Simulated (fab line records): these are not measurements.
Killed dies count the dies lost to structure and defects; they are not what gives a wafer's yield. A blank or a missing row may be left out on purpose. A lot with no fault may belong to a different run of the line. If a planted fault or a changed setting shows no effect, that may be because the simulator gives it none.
What tool caused it? + flow sky130 + Sampling: 7 lots, 21 wafers, 3 of 708 route steps

## WHAT THE GAUGES READ, wafer by wafer
SKY_VIA1_BOW_MEAS_03.
| lot  | measured     | on            | VIA1_BOW (um) |
|------|--------------|---------------|---------------|
| L708 | day 33 10:41 | film-metro-01 | 78 86 88      |
| L710 | day 34 02:46 | film-metro-03 | 79 73 73      |
| L712 | day 35 02:09 | film-metro-04 | 77 89 81      |
| L716 | day 36 01:27 | film-metro-03 | 114 121 115   |
| L726 | day 38 23:09 | film-metro-01 | 85 90 88      |
| L728 | day 39 15:51 | film-metro-03 | 81 80 90      |
| L730 | day 40 00:11 | film-metro-03 | 77 81 68      |

## WHAT TOOL EACH LOT RAN ON (gives the tool, then ch and the chambers of the sampled wafers, and finally the start)
| lot  | SKY_LOCAL_INTERCONNECT_SPUTTER_00 | SKY_VIA1_CMP_02               |
|------|-----------------------------------|-------------------------------|
| L708 | pvd-sputter-02, day 29 18:36      | cmp-01 ch 0,1,2, day 33 10:29 |
| L710 | pvd-sputter-02, day 30 12:29      | cmp-02 ch 1,3, day 34 02:31   |
| L712 | pvd-sputter-01, day 31 12:22      | cmp-01 ch 1,2,3, day 35 01:53 |
| L716 | pvd-sputter-02, day 32 13:46      | cmp-02 ch 1,2,3, day 36 01:11 |
| L726 | pvd-sputter-04, day 35 13:13      | cmp-02 ch 0,1,2, day 38 22:51 |
| L728 | pvd-sputter-02, day 36 05:49      | cmp-02 ch 1,2,3, day 39 15:38 |
| L730 | pvd-sputter-01, day 36 15:07      | cmp-02 ch 2,3, day 39 23:53   |
- SKY_LOCAL_INTERCONNECT_SPUTTER_00: material TiN, target thk 100 nm, time 83.3 s.
- SKY_VIA1_CMP_02: polishes SiO2.

## THE ANSWER, worked out from the rows above alone
Rule: the usual values come from the lots themselves. Put in order of their means at a reading, lots are off if they are a third of the lots or fewer, leave a main group of 4 or more, and stand apart from it by a gap of 3 or more times the standard deviation of the main group's means; of several such gaps the widest counts. Not used: any main group whose means are identical at the precision the tables above print for the reading. A lot without any number at a reading at which 4 lots or more have one is off too. The other lots that the step has rows for count as sound.
Off: at SKY_VIA1_BOW_MEAS_03 (VIA1_BOW), L716. For the main group the mean is 81 um and the standard deviation 4.7.
If a tool, at a process step before that reading, ran all the lots that are off and no sound lot after the first of them, it fits. Those tools and the gauges at SKY_VIA1_BOW_MEAS_03 are tried in the same way. None of those tried fits.

## WHAT THE SIMULATOR PUT IN
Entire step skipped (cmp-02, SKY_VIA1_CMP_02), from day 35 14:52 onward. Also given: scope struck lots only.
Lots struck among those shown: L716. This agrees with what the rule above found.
